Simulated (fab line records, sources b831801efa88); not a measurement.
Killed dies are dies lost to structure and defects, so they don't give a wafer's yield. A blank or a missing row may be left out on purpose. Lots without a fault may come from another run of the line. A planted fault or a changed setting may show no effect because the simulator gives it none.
A struck lot beside a sound one | flow sfq_line | 13 steps out of a route of 325
Sound: wafers L653.1, L653.5, L653.6. Struck: wafers L646.3, L646.4, L646.6. The cause comes at the end.
At each step with rows: each side's tool, then ch and its chambers, then its first start. Under that, the readings that differ: sound wafers | struck wafers | difference of the means | sigmas: that difference in standard deviations of wafers without a fault.
alike: readings whose means differ by less than 2 such deviations, and words and numbers that are the same on both sides. not compared: withheld readings, readings that some wafer has no value for, bounds like >300 that may hide the same value, and numbers for which the record gives no deviation and whose values overlap.
The two part at a step that has a row with sigmas, a row that says differs or no value, or rows on one side only. Numbers that don't overlap but have no deviation are shown without sigmas and don't part them. A reading that every wafer of one side lacks parts them only if that side has two wafers or more.

SFQ_TRILAYER_I4_VIA_STRIP_STRIP_107: strips in O2.
  sound on rie_metal-03 ch 0,1, day 57 18:19; struck on rie_metal-04 ch 0,1, day 55 22:37
  alike: drypump_motor_current_A, oes_product_au
  not compared: rf_hours_counter_h
then, 2 steps without rows for these wafers: SFQ_TRILAYER_I4_VIA_STRIP_SOLV_CLEAN_108 (cleans in NMP, time 600 s); SFQ_TRILAYER_JJ_TRILAYER_DEP_PRE_CLEAN_113 (time 22.5 s).
SFQ_TRILAYER_JJ_TRILAYER_DEP_SPUTTER_109: material Nb, target thk 150 nm, time 100 s.
  sound on pvd_sputter-06, day 57 19:07; struck on pvd_sputter-05, day 55 23:13
  alike: throttle_valve_pct
SFQ_TRILAYER_JJ_TRILAYER_DEP_SPUTTER_110: material Al, target thk 8 nm, time 10 s.
  sound on pvd_sputter-06, day 57 19:11; struck on pvd_sputter-05, day 55 23:18
  alike: throttle_valve_pct
then, 1 step without rows for these wafers: SFQ_TRILAYER_JJ_TRILAYER_DEP_AL_OXIDATION_111 (oxidation time 600 s).
SFQ_TRILAYER_JJ_TRILAYER_DEP_SPUTTER_112: material Nb, target thk 170 nm, time 113.3 s.
  sound on pvd_sputter-06, day 57 20:13; struck on pvd_sputter-05, day 56 00:19
  alike: throttle_valve_pct
SFQ_JJ_RS_MEAS_929: measures by four-point-probe.
  sound on film_metro-03, day 57 20:17; struck on film_metro-02, day 56 00:26
  alike: JJ_NB_RS
then, 3 steps without rows for these wafers: SFQ_TRILAYER_JJ_CE_LITHO_COAT_119 (resist thk 62 nm); SFQ_TRILAYER_JJ_CE_LITHO_COAT_114 (resist thk 600 nm); SFQ_TRILAYER_JJ_CE_LITHO_SOFTBAKE_118.
SFQ_TRILAYER_JJ_CE_LITHO_EXPOSE_115: exposes mask J5, target cd 700 nm.
  sound on krf_scanner-01 ch 0, day 58 18:55; struck on krf_scanner-01, day 56 09:53
  no value came back on the struck wafers for exposure_dose_mJ_cm2, focus_offset_nm (nm); on the sound wafers exposure_dose_mJ_cm2 reads 14.400 14.393 14.398
  alike: mask
then, 1 step without rows for these wafers: SFQ_TRILAYER_JJ_CE_LITHO_PEB_117 (peb time 60 s).

WHERE THEY PART
Only at SFQ_TRILAYER_JJ_CE_LITHO_EXPOSE_115, within this record.

WHY: what the simulator had put in
Skipped step whole: krf_scanner-01, from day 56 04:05 on, at SFQ_TRILAYER_JJ_CE_LITHO_EXPOSE_115. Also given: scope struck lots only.
